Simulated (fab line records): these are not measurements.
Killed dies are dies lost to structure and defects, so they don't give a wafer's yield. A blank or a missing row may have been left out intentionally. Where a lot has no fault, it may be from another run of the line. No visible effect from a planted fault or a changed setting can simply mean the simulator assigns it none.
Tool commonality check    flow sky130    12 lots, 36 wafers sampled

THE REASON FOR OPENING IT
SKY_VT_ADJUST_HVTP_TW_MEAS_11, reading VT_ADJUST_HVTP_TW: flagged on 2 of 12 lots. Fault-free wafers read 1358, with a standard deviation of 6.2.
Rule: a lot is flagged in two cases, either no wafer of it has a number, or all its wafers with numbers fall more than 4 standard deviations from that mean. All remaining lots are regarded as sound.

lot   measured      on             VT_ADJUST_HVTP_TW, wafer by wafer  flag
L913  day 6 01:01   film-metro-04  1360 1349 1350                     
L914  day 6 10:10   film-metro-04  1356 1354 1357                     
L916  day 6 18:25   film-metro-03  1360 1353 1360                     
L918  day 7 13:34   film-metro-01  1352 1356 1357                     
L919  day 8 01:31   film-metro-04  1356 1356 1365                     
L920  day 8 02:28   film-metro-01  1369 1360 1362                     
L924  day 9 02:43   film-metro-03  1359 1357 1355                     
L926  day 9 16:40   film-metro-04  1431 1422 1424                     FLAGGED
L929  day 10 04:22  film-metro-03  1421 1414 1412                     FLAGGED
L933  day 11 15:05  film-metro-03  1366 1371 1363                     
L934  day 11 18:25  film-metro-03  1364 1365 1363                     
L935  day 12 01:31  film-metro-01  1365 1362 1367                     
On average the flagged lots' numbers are 1421, which is +63 against the usual, or +10 standard deviations.

TOOL THAT RAN EACH LOT
The record holds 1 process step before the reading, out of a route of 708 steps. Read each cell as the tool, then ch plus the chambers that the sampled wafers visited, then the start.
lot   flag     SKY_VT_ADJUST_HVTP_IMPLANT_09
L913           implanter-03 ch 0, day 6 00:47
L914           implanter-03 ch 0, day 6 09:55
L916           implanter-03 ch 0, day 6 18:10
L918           implanter-04 ch 0, day 7 13:19
L919           implanter-01 ch 0, day 8 01:17
L920           implanter-03 ch 0, day 8 02:14
L924           implanter-03 ch 0, day 9 02:29
L926  FLAGGED  implanter-03 ch 0, day 9 16:25
L929  FLAGGED  implanter-03 ch 0, day 10 04:07
L933           implanter-04 ch 0, day 11 14:52
L934           implanter-04 ch 0, day 11 18:10
L935           implanter-01 ch 0, day 12 01:17
What these steps do:
- SKY_VT_ADJUST_HVTP_IMPLANT_09
- SKY_VT_ADJUST_HVTP_TW_MEAS_11

FLAGGED OVER TOTAL, TOOL BY TOOL (the gauges that took the reading come last)
step                           tool           lots run  flagged  share of the flagged lots  sound lots run after its first flagged lot
SKY_VT_ADJUST_HVTP_IMPLANT_09  implanter-01   2         0        none                       -
SKY_VT_ADJUST_HVTP_IMPLANT_09  implanter-03   7         2        all                        0
SKY_VT_ADJUST_HVTP_IMPLANT_09  implanter-04   3         0        none                       -
SKY_VT_ADJUST_HVTP_TW_MEAS_11  film-metro-01  3         0        none                       -
SKY_VT_ADJUST_HVTP_TW_MEAS_11  film-metro-03  5         1        some                       2 (L933,L934)
SKY_VT_ADJUST_HVTP_TW_MEAS_11  film-metro-04  4         1        some                       0

WHAT IS ALLOWED BY THE TABLE
All flagged lots share 1 row of the table, namely implanter-03 at SKY_VT_ADJUST_HVTP_IMPLANT_09.
- implanter-03 at SKY_VT_ADJUST_HVTP_IMPLANT_09 ran 7 lots, 2 of them flagged. A fault beginning between L924 (day 9 02:29), its last sound lot, and L926 (day 9 16:25), its first flagged one, fits the data. Its own readings lie more than 4 standard deviations out on every wafer of the flagged lots: dose-ions-cm2, faraday-current-uA.
Left over: one tool, implanter-03 at SKY_VT_ADJUST_HVTP_IMPLANT_09.

WHAT THE SIMULATOR PUT IN
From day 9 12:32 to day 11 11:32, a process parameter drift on implanter-03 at SKY_VT_ADJUST_HVTP_IMPLANT_09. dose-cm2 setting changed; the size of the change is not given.
Lots struck among those shown: L926, L929. Same finding as the rule above.
